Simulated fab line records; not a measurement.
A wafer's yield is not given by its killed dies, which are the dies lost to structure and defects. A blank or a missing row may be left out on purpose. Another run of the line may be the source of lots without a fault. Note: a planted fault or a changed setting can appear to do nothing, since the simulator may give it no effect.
Which tool was responsible? / flow sky130 / route of 708 steps, sampled at 1 step: 6 lots, 17 wafers

== WHAT THE GAUGES READ, wafer by wafer ==
SKY_LI_CONTACT_BOW_MEAS_03.
lot=L162; measured=day 28 04:50; on=filmMetro-04; LI_CONTACT_BOW (um)=63 58 59
lot=L167; measured=day 30 04:26; on=filmMetro-04; LI_CONTACT_BOW (um)=61 48 55
lot=L172; measured=day 32 02:41; on=filmMetro-04; LI_CONTACT_BOW (um)=64 61 67
lot=L177; measured=day 33 05:28; on=filmMetro-04; LI_CONTACT_BOW (um)=63 75 57
lot=L179; measured=day 34 06:16; on=filmMetro-02; LI_CONTACT_BOW (um)=55 46
lot=L184; measured=day 35 15:23; on=filmMetro-03; LI_CONTACT_BOW (um)=57 61 63

== EACH LOT AND THE TOOL THAT RAN IT (in order: tool; ch and the chambers of the sampled wafers; start) ==
The record holds no process step before these readings.

== THE ANSWER, worked out from the rows above alone ==
Rule: the lots themselves supply what counts as usual. The widest of any qualifying gaps counts: lots, ordered by their means at a reading, are off when they make up no more than a third of the lots, leave a main group of 4 or more, and stand apart from it by 3 or more times the standard deviation of that group's means. The tables above print the reading to a certain number of digits; a main group whose means all agree to those digits is not used. A lot without any number at a reading at which 4 lots or more have one is off too. All remaining lots with rows at the step are treated as sound.
No lot is off at any reading shown: from this, nothing can be told.

== WHAT THE SIMULATOR HAD PUT IN ==
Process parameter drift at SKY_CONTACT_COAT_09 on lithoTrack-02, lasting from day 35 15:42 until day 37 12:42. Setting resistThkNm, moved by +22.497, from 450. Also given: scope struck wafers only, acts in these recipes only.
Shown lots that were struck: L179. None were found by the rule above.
